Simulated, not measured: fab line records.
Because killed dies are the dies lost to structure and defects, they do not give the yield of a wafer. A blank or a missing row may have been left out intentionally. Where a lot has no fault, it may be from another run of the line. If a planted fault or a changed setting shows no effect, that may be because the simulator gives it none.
The tool behind it: which one? :: flow sky130 :: 40 wafers from 14 lots sampled at 4 of the route's 708 steps

## WHAT THE GAUGES SHOWED, per wafer
SKY_FIELD_ISO_THK_MEAS_04.
lot: L999
measured: day 1 17:13
on: film metro-02
FIELD_ISO_CVD_03_THK (nm): 162.7 162.8 161.9

lot: L101
measured: day 2 00:22
on: film metro-02
FIELD_ISO_CVD_03_THK (nm): 164.8 165.3 164.5

lot: L102
measured: day 2 07:39
on: film metro-01
FIELD_ISO_CVD_03_THK (nm): 169.3 167.8 169.3

lot: L103
measured: day 2 10:41
on: film metro-01
FIELD_ISO_CVD_03_THK (nm): 166.4 165.5 166.0

lot: L104
measured: day 2 14:30
on: film metro-04
FIELD_ISO_CVD_03_THK (nm): 168.1 166.9 166.5

lot: L105
measured: day 2 21:07
on: film metro-04
FIELD_ISO_CVD_03_THK (nm): 164.0 165.2 163.2

lot: L108
measured: day 3 10:29
on: film metro-02
FIELD_ISO_CVD_03_THK (nm): 165.6 165.5 165.7

lot: L109
measured: day 3 16:22
on: film metro-04
FIELD_ISO_CVD_03_THK (nm): 164.5 165.0 165.3

lot: L110
measured: day 3 20:29
on: film metro-01
FIELD_ISO_CVD_03_THK (nm): 164.5 164.0 165.7

lot: L111
measured: day 4 01:38
on: film metro-02
FIELD_ISO_CVD_03_THK (nm): 165.9 165.0 166.0

lot: L112
measured: day 4 07:31
on: film metro-02
FIELD_ISO_CVD_03_THK (nm): 166.5 165.9 167.1

lot: L113
measured: day 4 13:13
on: film metro-01
FIELD_ISO_CVD_03_THK (nm): 166.1 165.9 166.3

lot: L119
measured: day 5 19:16
on: film metro-04
FIELD_ISO_CVD_03_THK (nm): 164.2 164.0

lot: L120
measured: day 5 23:39
on: film metro-04
FIELD_ISO_CVD_03_THK (nm): 163.1 163.6

SKY_FIELD_ISO_THK_MEAS_23.
lot: L999
measured: day 2 09:14
on: film metro-02
FIELD_ISO_OXIDATION_01_THK (nm): 9.75 9.96 10.14

lot: L101
measured: day 2 16:21
on: film metro-01
FIELD_ISO_OXIDATION_01_THK (nm): 9.95 9.96 9.88

lot: L102
measured: day 3 00:43
on: film metro-01
FIELD_ISO_OXIDATION_01_THK (nm): 9.70 9.77 9.57

lot: L103
measured: day 3 04:49
on: film metro-02
FIELD_ISO_OXIDATION_01_THK (nm): 9.99 10.00 9.88

lot: L104
measured: day 3 08:05
on: film metro-01
FIELD_ISO_OXIDATION_01_THK (nm): 9.74 9.85 9.83

lot: L105
measured: day 3 15:36
on: film metro-01
FIELD_ISO_OXIDATION_01_THK (nm): 9.87 9.80 9.95

lot: L108
measured: day 4 06:16
on: film metro-02
FIELD_ISO_OXIDATION_01_THK (nm): 10.21 10.06 10.10

lot: L109
measured: day 4 10:32
on: film metro-04
FIELD_ISO_OXIDATION_01_THK (nm): 10.23 10.26 10.26

lot: L110
measured: day 4 18:32
on: film metro-02
FIELD_ISO_OXIDATION_01_THK (nm): 9.97 9.87 9.95

lot: L111
measured: day 4 21:50
on: film metro-01
FIELD_ISO_OXIDATION_01_THK (nm): 10.05 10.01 10.30

lot: L112
measured: day 5 03:30
on: film metro-04
FIELD_ISO_OXIDATION_01_THK (nm): 9.94 9.85 9.83

lot: L113
measured: day 5 09:57
on: film metro-04
FIELD_ISO_OXIDATION_01_THK (nm): 9.96 9.86 9.81

lot: L119
measured: day 6 19:34
on: film metro-01
FIELD_ISO_OXIDATION_01_THK (nm): 10.18 10.28

lot: L120
measured: day 6 23:39
on: film metro-01
FIELD_ISO_OXIDATION_01_THK (nm): 10.30 10.22

SKY_LDD_P_CD_MEAS_07: the cd target is 380 nm.
lot: L999
measured: day 18 23:01
on: cd sem-01
cd nm (nm): 379.3 380.8 382.1

lot: L101
measured: day 19 11:33
on: cd sem-01
cd nm (nm): 381.3 386.3 382.3

lot: L102
measured: day 20 04:20
on: cd sem-01
cd nm (nm): 377.8 377.8 377.6

lot: L103
measured: day 20 10:15
on: cd sem-02
cd nm (nm): 380.4 383.0 378.7

lot: L104
measured: day 21 07:50
on: cd sem-01
cd nm (nm): 375.9 378.6 378.3

lot: L105
measured: day 21 10:47
on: cd sem-02
cd nm (nm): 381.4 379.4 379.6

lot: L108
measured: day 22 11:35
on: cd sem-01
cd nm (nm): 378.9 379.9 377.5

lot: L109
measured: day 22 15:08
on: cd sem-02
cd nm (nm): 380.2 382.9 381.6

lot: L110
measured: day 23 04:46
on: cd sem-02
cd nm (nm): 383.4 386.0 383.5

lot: L111
measured: day 23 10:52
on: cd sem-01
cd nm (nm): 377.0 379.7 376.5

lot: L112
measured: day 23 23:08
on: cd sem-01
cd nm (nm): 379.8 379.4 379.7

lot: L113
measured: day 24 04:50
on: cd sem-02
cd nm (nm): 378.1 379.7 378.5

lot: L119
measured: day 26 09:00
on: cd sem-01
cd nm (nm): 380.0 380.3

lot: L120
measured: day 26 16:41
on: cd sem-01
cd nm (nm): 380.2 377.6

## EACH LOT AND THE TOOL THAT RAN IT (in order: tool; ch and the chambers of the sampled wafers; start)
lot: L999
SKY_FIELD_ISO_ETCH_17: rie si-02 ch 2,3, day 2 07:23

lot: L101
SKY_FIELD_ISO_ETCH_17: rie si-02 ch 1,2,3, day 2 14:46

lot: L102
SKY_FIELD_ISO_ETCH_17: rie si-01 ch 0,1,3, day 2 23:11

lot: L103
SKY_FIELD_ISO_ETCH_17: rie si-02 ch 1,3, day 3 02:36

lot: L104
SKY_FIELD_ISO_ETCH_17: rie si-02 ch 0,1,3, day 3 06:32

lot: L105
SKY_FIELD_ISO_ETCH_17: rie si-01 ch 0,2,3, day 3 13:00

lot: L108
SKY_FIELD_ISO_ETCH_17: rie si-02 ch 0,2,3, day 4 03:06

lot: L109
SKY_FIELD_ISO_ETCH_17: rie si-02 ch 0,1, day 4 09:01

lot: L110
SKY_FIELD_ISO_ETCH_17: rie si-01 ch 0,1,2, day 4 13:33

lot: L111
SKY_FIELD_ISO_ETCH_17: rie si-02 ch 0,1,2, day 4 18:35

lot: L112
SKY_FIELD_ISO_ETCH_17: rie si-01 ch 1,2,3, day 5 00:50

lot: L113
SKY_FIELD_ISO_ETCH_17: rie si-01 ch 1,2, day 5 07:15

lot: L119
SKY_FIELD_ISO_ETCH_17: rie si-02 ch 2,3, day 6 15:02

lot: L120
SKY_FIELD_ISO_ETCH_17: rie si-02 ch 0,1, day 6 19:36
- SKY_FIELD_ISO_ETCH_17: etches Si in HBr/Cl2/O2, target depth 342 nm, time 97.7 s.

## WHAT THE TOOLS THEMSELVES READ (means of the sampled wafers that have a number; where no wafer has one, the mark that the record gives instead)
SKY_FIELD_ISO_ETCH_17.
lot: L999
tool: rie si-02
drypump motor current A (A): 5.6
oes product au (a.u.): 0.999
run length s (s): 126.0
throttle valve pct (%): 25.652

lot: L101
tool: rie si-02
drypump motor current A (A): 5.7
oes product au (a.u.): 1.007
run length s (s): 126.2
throttle valve pct (%): 25.650

lot: L102
tool: rie si-01
drypump motor current A (A): 5.6
oes product au (a.u.): 1.001
run length s (s): 126.2
throttle valve pct (%): 25.650

lot: L103
tool: rie si-02
drypump motor current A (A): 5.8
oes product au (a.u.): 1.007
run length s (s): 126.2
throttle valve pct (%): 25.652

lot: L104
tool: rie si-02
drypump motor current A (A): 5.6
oes product au (a.u.): 0.997
run length s (s): 126.2
throttle valve pct (%): 25.660

lot: L105
tool: rie si-01
drypump motor current A (A): 5.9
oes product au (a.u.): 1.006
run length s (s): 125.9
throttle valve pct (%): 25.656

lot: L108
tool: rie si-02
drypump motor current A (A): 5.6
oes product au (a.u.): 1.007
run length s (s): 125.8
throttle valve pct (%): 25.661

lot: L109
tool: rie si-02
drypump motor current A (A): 5.9
oes product au (a.u.): 1.004
run length s (s): 125.9
throttle valve pct (%): 25.659

lot: L110
tool: rie si-01
drypump motor current A (A): 5.6
oes product au (a.u.): 1.008
run length s (s): 125.7
throttle valve pct (%): 25.660

lot: L111
tool: rie si-02
drypump motor current A (A): 5.9
oes product au (a.u.): 0.999
run length s (s): 126.0
throttle valve pct (%): 25.661

lot: L112
tool: rie si-01
drypump motor current A (A): 5.7
oes product au (a.u.): 0.998
run length s (s): 126.1
throttle valve pct (%): 25.664

lot: L113
tool: rie si-01
drypump motor current A (A): 5.7
oes product au (a.u.): 1.006
run length s (s): 126.4
throttle valve pct (%): 25.647

lot: L119
tool: rie si-02
drypump motor current A (A): 5.5
oes product au (a.u.): 1.010
run length s (s): 119.1
throttle valve pct (%): 25.653

lot: L120
tool: rie si-02
drypump motor current A (A): 5.8
oes product au (a.u.): 1.008
run length s (s): 119.2
throttle valve pct (%): 25.643

## THE ANSWER, worked out from the rows above alone
Rule: usual is defined by the lots themselves. The widest of any qualifying gaps counts: lots, ordered by their means at a reading, are off when they make up no more than a third of the lots, leave a main group of 4 or more, and stand apart from it by 3 or more times the standard deviation of that group's means. A main group whose means are all the same, to the digits that the tables above print for the reading, isn't used. Also off: a lot with no number at a reading for which 4 or more lots have one. Any other lot the step has rows for is counted as sound. After the gauges, taken in route order, come the tools' own readings; for these a lot's mean is taken, as printed above. At the first step where some lot is off, the reading lying furthest off is the one used; lots without a number count as furthest.
Off, at SKY_FIELD_ISO_ETCH_17 on run length s: L119, L120. For the main group the mean is 126.0 s and the standard deviation 0.19.
A tool fits if, at that step or a process step before it, it ran every lot that is off, and no sound lot after the first of them. One candidate fits, namely rie si-02 at SKY_FIELD_ISO_ETCH_17. Its last sound lot is L111 (day 4 18:35), its first lot that is off L119 (day 6 15:02): a fault that began between those two fits.
The tool's own readings at SKY_FIELD_ISO_ETCH_17 bear it out: on the lots that are off they differ by more than 5 times the standard deviation of the sound lots' means. run length s reads 119.2 s there against 126.0 s on the sound lots.

## WHAT THE SIMULATOR HAD PUT IN
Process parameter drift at SKY_FIELD_ISO_ETCH_17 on rie si-02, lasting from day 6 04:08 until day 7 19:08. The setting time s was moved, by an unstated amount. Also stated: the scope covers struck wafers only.
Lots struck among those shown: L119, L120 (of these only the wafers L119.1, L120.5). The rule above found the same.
